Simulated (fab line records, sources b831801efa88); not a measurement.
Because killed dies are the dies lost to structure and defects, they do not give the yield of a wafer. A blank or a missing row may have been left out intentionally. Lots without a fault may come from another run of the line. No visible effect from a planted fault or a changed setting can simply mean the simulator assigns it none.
Which tool was responsible? -- flow gf180mcu -- 42 wafers from 14 lots sampled at 2 of the route's 602 steps

## WHAT EACH GAUGE READ, for each wafer
GF_VT_IMPLANT_TW_MEAS_32. Usual: for VT_IMPLANT_3_TW the level is 268.4 and the standard deviation is 1.3.
lot,measured,on,VT_IMPLANT_3_TW,flag
L880,day 6 17:59,film_metro-01,271.6 269.1 270.1,
L881,day 7 00:13,film_metro-04,268.2 267.8 267.6,
L883,day 7 14:38,film_metro-01,270.7 269.5 269.2,
L884,day 7 19:20,film_metro-02,267.0 266.0 267.1,
L888,day 9 05:38,film_metro-01,269.6 270.2 269.3,
L889,day 9 20:32,film_metro-01,271.9 270.2 269.3,
L892,day 10 13:23,film_metro-01,269.9 268.4 269.3,
L895,day 11 05:56,film_metro-02,268.6 267.7 266.2,
L898,day 11 20:02,film_metro-01,268.8 267.8 268.2,
L899,day 12 00:41,film_metro-02,269.9 269.9 268.5,
L900,day 12 05:56,film_metro-04,267.0 267.0 268.0,
L901,day 12 14:32,film_metro-04,266.9 267.6 267.5,
L902,day 12 21:52,film_metro-01,268.0 267.1 267.9,
L903,day 13 03:38,film_metro-04,267.8 268.3 267.4,

GF_DUAL_GATE_THK_MEAS_03. Usual: for DUAL_GATE_OXIDATION_00_THK the level is 10.93 nm and the standard deviation is 0.21.
lot,measured,on,DUAL_GATE_OXIDATION_00_THK (nm),flag
L880,day 7 12:00,film_metro-02,10.67 11.02 10.87,
L881,day 7 19:53,film_metro-02,11.29 11.11 11.17,
L883,day 8 09:22,film_metro-02,11.16 11.26 10.96,
L884,day 8 15:12,film_metro-03,10.80 10.69 10.87,
L888,day 10 02:00,film_metro-03,11.16 11.24 11.37,
L889,day 10 17:13,film_metro-04,10.71 10.85 10.88,
L892,day 11 10:12,film_metro-02,10.85 10.93 10.84,
L895,day 12 03:58,film_metro-03,11.11 11.16 11.10,
L898,day 12 17:38,film_metro-02,10.68 10.51 10.84,
L899,day 13 01:37,film_metro-04,10.86 10.70 10.89,
L900,day 13 05:08,film_metro-04,10.92 11.03 10.87,
L901,day 13 13:05,film_metro-04,10.68 10.55 10.54,
L902,day 13 19:58,film_metro-04,11.12 11.14 11.05,
L903,day 14 03:04,film_metro-02,10.66 10.67 10.86,

## WHICH TOOL RAN EACH LOT (tool, then ch and the chambers of the sampled wafers, then the start)
Record: no process step prior to these readings.

## WHAT THE TOOLS THEMSELVES READ (means of the sampled wafers that have a number; where no wafer has one, the mark that the record gives instead)
The record holds no such reading with a usual standard deviation.

## THE ANSWER, worked out from the rows above alone
Rule: lot off if the mean of its wafers having a number is beyond 3 standard deviations from the usual mean. Also off: a lot with no number at a reading for which 4 or more lots have one. The other lots that the step has rows for count as sound. After the gauges, taken in route order, come the tools' own readings; for these a lot's mean is taken, as printed above. The first step at which some lot is off is used, and at that step the reading that is off furthest; a lot without a number counts as furthest.
Nothing can be told from this: no lot is off at any reading shown.

## WHAT HAD BEEN PUT IN BY THE SIMULATOR
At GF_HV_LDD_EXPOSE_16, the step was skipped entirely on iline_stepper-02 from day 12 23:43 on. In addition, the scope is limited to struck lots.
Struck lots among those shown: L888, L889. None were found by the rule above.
